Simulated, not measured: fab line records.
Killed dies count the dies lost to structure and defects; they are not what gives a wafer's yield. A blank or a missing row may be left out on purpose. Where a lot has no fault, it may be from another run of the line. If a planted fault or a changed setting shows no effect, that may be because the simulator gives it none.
The tool behind it: which one? :: flow gf180mcu :: 13 lots with 39 wafers sampled at 5 steps, on a route of 602 steps

== WHAT THE GAUGES SHOWED, per wafer ==
GF_MIM_THK_MEAS_11: measures by xrf.
lot: L645
measured: day 24 14:13
on: filmMetro-02
MIM_ALCU_THK (nm): 202.4 202.0 202.9

lot: L646
measured: day 24 23:40
on: filmMetro-04
MIM_ALCU_THK (nm): 201.7 199.7 199.3

lot: L649
measured: day 26 04:16
on: filmMetro-03
MIM_ALCU_THK (nm): 200.7 200.2 201.1

lot: L650
measured: day 26 07:13
on: filmMetro-03
MIM_ALCU_THK (nm): 203.1 201.3 202.4

lot: L658
measured: day 28 16:47
on: filmMetro-03
MIM_ALCU_THK (nm): 200.8 200.3 201.0

lot: L660
measured: day 29 10:45
on: filmMetro-02
MIM_ALCU_THK (nm): 198.8 199.3 198.9

lot: L661
measured: day 29 23:05
on: filmMetro-02
MIM_ALCU_THK (nm): 199.2 199.0 199.8

lot: L662
measured: day 30 09:34
on: filmMetro-03
MIM_ALCU_THK (nm): 198.5 198.6 197.2

lot: L663
measured: day 30 23:14
on: filmMetro-03
MIM_ALCU_THK (nm): 200.8 200.9 199.0

lot: L665
measured: day 31 01:26
on: filmMetro-02
MIM_ALCU_THK (nm): 199.5 198.6 200.1

lot: L664
measured: day 31 02:23
on: filmMetro-03
MIM_ALCU_THK (nm): 202.4 201.8 201.3

lot: L666
measured: day 31 03:16
on: filmMetro-02
MIM_ALCU_THK (nm): 199.2 199.2 197.7

lot: L667
measured: day 31 17:20
on: filmMetro-02
MIM_ALCU_THK (nm): 196.9 197.5 197.2

GF_V5_THK_MEAS_01.
lot: L645
measured: day 26 10:56
on: filmMetro-04
V5_CVD_00_THK (nm): 298.8 301.9 296.5

lot: L646
measured: day 26 20:14
on: filmMetro-04
V5_CVD_00_THK (nm): 590.4 601.5 604.2 590.7 601.5 603.6

lot: L649
measured: day 27 23:01
on: filmMetro-03
V5_CVD_00_THK (nm): 293.7 295.1 294.8

lot: L650
measured: day 28 02:07
on: filmMetro-03
V5_CVD_00_THK (nm): 584.6 592.3 587.3 584.4 592.4 587.1

lot: L658
measured: day 30 07:19
on: filmMetro-04
V5_CVD_00_THK (nm): 299.9 298.3 300.4

lot: L660
measured: day 31 00:53
on: filmMetro-03
V5_CVD_00_THK (nm): 298.8 298.0 293.5

lot: L661
measured: day 31 12:47
on: filmMetro-03
V5_CVD_00_THK (nm): 295.5 293.3 295.6

lot: L662
measured: day 31 21:52
on: filmMetro-01
V5_CVD_00_THK (nm): 295.5 294.5 295.9

lot: L663
measured: day 32 10:24
on: filmMetro-01
V5_CVD_00_THK (nm): 304.1 298.5 300.6

lot: L665
measured: day 32 10:58
on: filmMetro-03
V5_CVD_00_THK (nm): 297.0 298.0 299.8

lot: L664
measured: day 32 12:50
on: filmMetro-01
V5_CVD_00_THK (nm): 296.1 298.3 300.0

lot: L666
measured: day 32 13:41
on: filmMetro-04
V5_CVD_00_THK (nm): 306.0 304.2 300.5

lot: L667
measured: day 33 03:33
on: filmMetro-03
V5_CVD_00_THK (nm): 299.1 300.6 298.6

== EACH LOT AND THE TOOL THAT RAN IT (in order: tool; ch and the chambers of the sampled wafers; start) ==
lot: L645
GF_M4_SPUTTER_01: pvdSputter-02, day 22 13:25
GF_M5_ETCH_09: rieDiel-03 ch 0,1,3, day 26 09:50
GF_V5_CVD_00: hdpcvd-02 ch 0,1,2, day 26 10:52

lot: L646
GF_M4_SPUTTER_01: pvdSputter-04, day 22 22:46
GF_M5_ETCH_09: rieDiel-03 ch 0,1,3, day 26 18:56
GF_V5_CVD_00: hdpcvd-01 ch 0,1,2, day 26 19:58

lot: L649
GF_M4_SPUTTER_01: pvdSputter-04, day 24 04:30
GF_M5_ETCH_09: rieDiel-01 ch 1,2,3, day 27 22:08
GF_V5_CVD_00: hdpcvd-02 ch 0,2, day 27 22:57

lot: L650
GF_M4_SPUTTER_01: pvdSputter-01, day 24 07:50
GF_M5_ETCH_09: rieDiel-02 ch 0,1, day 28 00:49
GF_V5_CVD_00: hdpcvd-02 ch 1,2, day 28 01:51

lot: L658
GF_M4_SPUTTER_01: pvdSputter-01, day 26 19:54
GF_M5_ETCH_09: rieDiel-03 ch 0,1,2, day 30 06:32
GF_V5_CVD_00: hdpcvd-02 ch 0,1,2, day 30 07:16

lot: L660
GF_M4_SPUTTER_01: pvdSputter-01, day 27 15:16
GF_M5_ETCH_09: rieDiel-01 ch 0,2, day 31 00:08
GF_V5_CVD_00: hdpcvd-02 ch 0,1, day 31 00:50

lot: L661
GF_M4_SPUTTER_01: pvdSputter-02, day 28 04:19
GF_M5_ETCH_09: rieDiel-01 ch 0,2, day 31 12:02
GF_V5_CVD_00: hdpcvd-02 ch 1,2, day 31 12:44

lot: L662
GF_M4_SPUTTER_01: pvdSputter-01, day 28 16:40
GF_M5_ETCH_09: rieDiel-01 ch 1,2,3, day 31 21:08
GF_V5_CVD_00: hdpcvd-02 ch 1,2, day 31 21:50

lot: L663
GF_M4_SPUTTER_01: pvdSputter-02, day 29 05:42
GF_M5_ETCH_09: rieDiel-02 ch 0,1, day 32 09:32
GF_V5_CVD_00: hdpcvd-01 ch 0,1, day 32 10:22

lot: L665
GF_M4_SPUTTER_01: pvdSputter-04, day 29 08:41
GF_M5_ETCH_09: rieDiel-01 ch 0,3, day 32 10:11
GF_V5_CVD_00: hdpcvd-02 ch 0,1,2, day 32 10:55

lot: L664
GF_M4_SPUTTER_01: pvdSputter-02, day 29 09:08
GF_M5_ETCH_09: rieDiel-01 ch 1,2,3, day 32 12:04
GF_V5_CVD_00: hdpcvd-02 ch 0,1,2, day 32 12:47

lot: L666
GF_M4_SPUTTER_01: pvdSputter-04, day 29 11:20
GF_M5_ETCH_09: rieDiel-03 ch 2,3, day 32 12:56
GF_V5_CVD_00: hdpcvd-01 ch 0,2, day 32 13:38

lot: L667
GF_M4_SPUTTER_01: pvdSputter-01, day 30 00:53
GF_M5_ETCH_09: rieDiel-02 ch 1,3, day 33 02:49
GF_V5_CVD_00: hdpcvd-01 ch 0,1, day 33 03:30
- GF_M4_SPUTTER_01: material TiN, target thk 30 nm, time 25 s.
- GF_M5_ETCH_09: etches Si3N4 in CF4/O2, target depth 52 nm, time 11.6 s.
- GF_V5_CVD_00: deposits SiO2, target thk 300 nm, time 50 s.

== WHAT THE TOOLS THEMSELVES READ (means of the sampled wafers that have a number; where no wafer has one, the mark that the record gives instead) ==
GF_M4_SPUTTER_01.
lot: L645
tool: pvdSputter-02
throttleValvePct (%): 29.5

lot: L646
tool: pvdSputter-04
throttleValvePct (%): 29.2

lot: L649
tool: pvdSputter-04
throttleValvePct (%): 29.7

lot: L650
tool: pvdSputter-01
throttleValvePct (%): 29.8

lot: L658
tool: pvdSputter-01
throttleValvePct (%): 28.7

lot: L660
tool: pvdSputter-01
throttleValvePct (%): 29.7

lot: L661
tool: pvdSputter-02
throttleValvePct (%): 29.7

lot: L662
tool: pvdSputter-01
throttleValvePct (%): 29.9

lot: L663
tool: pvdSputter-02
throttleValvePct (%): 29.7

lot: L665
tool: pvdSputter-04
throttleValvePct (%): 29.3

lot: L664
tool: pvdSputter-02
throttleValvePct (%): 29.9

lot: L666
tool: pvdSputter-04
throttleValvePct (%): 29.8

lot: L667
tool: pvdSputter-01
throttleValvePct (%): 29.8

GF_M5_ETCH_09.
lot: L645
tool: rieDiel-03
drypumpMotorCurrentA (A): 5.6
oesProductAu (a.u.): 1.004
throttleValvePct (%): 5.965

lot: L646
tool: rieDiel-03
drypumpMotorCurrentA (A): 5.6
oesProductAu (a.u.): 1.012
throttleValvePct (%): 5.972

lot: L649
tool: rieDiel-01
drypumpMotorCurrentA (A): 5.7
oesProductAu (a.u.): 1.003
throttleValvePct (%): 5.976

lot: L650
tool: rieDiel-02
drypumpMotorCurrentA (A): 5.7
oesProductAu (a.u.): 1.007
throttleValvePct (%): 5.963

lot: L658
tool: rieDiel-03
drypumpMotorCurrentA (A): 5.8
oesProductAu (a.u.): 1.010
throttleValvePct (%): 5.976

lot: L660
tool: rieDiel-01
drypumpMotorCurrentA (A): 5.7
oesProductAu (a.u.): 1.000
throttleValvePct (%): 5.972

lot: L661
tool: rieDiel-01
drypumpMotorCurrentA (A): 5.7
oesProductAu (a.u.): 1.008
throttleValvePct (%): 5.973

lot: L662
tool: rieDiel-01
drypumpMotorCurrentA (A): 5.7
oesProductAu (a.u.): 1.012
throttleValvePct (%): 5.979

lot: L663
tool: rieDiel-02
drypumpMotorCurrentA (A): 5.7
oesProductAu (a.u.): 1.007
throttleValvePct (%): 5.978

lot: L665
tool: rieDiel-01
drypumpMotorCurrentA (A): 5.4
oesProductAu (a.u.): 1.002
throttleValvePct (%): 5.963

lot: L664
tool: rieDiel-01
drypumpMotorCurrentA (A): 5.7
oesProductAu (a.u.): 1.005
throttleValvePct (%): 5.976

lot: L666
tool: rieDiel-03
drypumpMotorCurrentA (A): 5.1
oesProductAu (a.u.): 0.991
throttleValvePct (%): 5.970

lot: L667
tool: rieDiel-02
drypumpMotorCurrentA (A): 5.7
oesProductAu (a.u.): 1.001
throttleValvePct (%): 5.971

GF_V5_CVD_00.
lot: L645
tool: hdpcvd-02
sih4FlowSccm (sccm): 60.12

lot: L646
tool: hdpcvd-01
sih4FlowSccm (sccm): 60.01

lot: L649
tool: hdpcvd-02
sih4FlowSccm (sccm): 60.32

lot: L650
tool: hdpcvd-02
sih4FlowSccm (sccm): 60.01

lot: L658
tool: hdpcvd-02
sih4FlowSccm (sccm): 60.07

lot: L660
tool: hdpcvd-02
sih4FlowSccm (sccm): 59.94

lot: L661
tool: hdpcvd-02
sih4FlowSccm (sccm): 60.17

lot: L662
tool: hdpcvd-02
sih4FlowSccm (sccm): 59.93

lot: L663
tool: hdpcvd-01
sih4FlowSccm (sccm): 60.14

lot: L665
tool: hdpcvd-02
sih4FlowSccm (sccm): 60.26

lot: L664
tool: hdpcvd-02
sih4FlowSccm (sccm): 59.81

lot: L666
tool: hdpcvd-01
sih4FlowSccm (sccm): 60.18

lot: L667
tool: hdpcvd-01
sih4FlowSccm (sccm): 60.04

== THE ANSWER, worked out from the rows above alone ==
Rule: usual is defined by the lots themselves. Put in order of their means at a reading, lots are off if they are a third of the lots or fewer, leave a main group of 4 or more, and stand apart from it by a gap of 3 or more times the standard deviation of the main group's means; of several such gaps the widest counts. A main group whose means are all the same, to the digits that the tables above print for the reading, isn't used. A lot without any number at a reading at which 4 lots or more have one is off too. Any other lot the step has rows for is counted as sound. After the gauges, taken in route order, come the tools' own readings; for these a lot's mean is taken, as printed above. At the first step where some lot is off, the reading lying furthest off is the one used; lots without a number count as furthest.
Off: L646, L650, seen at GF_V5_THK_MEAS_01 (V5_CVD_00_THK). Mean 298.2 nm and standard deviation 2.6 in the main group.
If a tool, at a process step before that reading, ran all the lots that are off and no sound lot after the first of them, it fits. Those tools and the gauges at GF_V5_THK_MEAS_01 are tried in the same way. Of those tried, none fits.

== WHAT THE SIMULATOR HAD INSERTED ==
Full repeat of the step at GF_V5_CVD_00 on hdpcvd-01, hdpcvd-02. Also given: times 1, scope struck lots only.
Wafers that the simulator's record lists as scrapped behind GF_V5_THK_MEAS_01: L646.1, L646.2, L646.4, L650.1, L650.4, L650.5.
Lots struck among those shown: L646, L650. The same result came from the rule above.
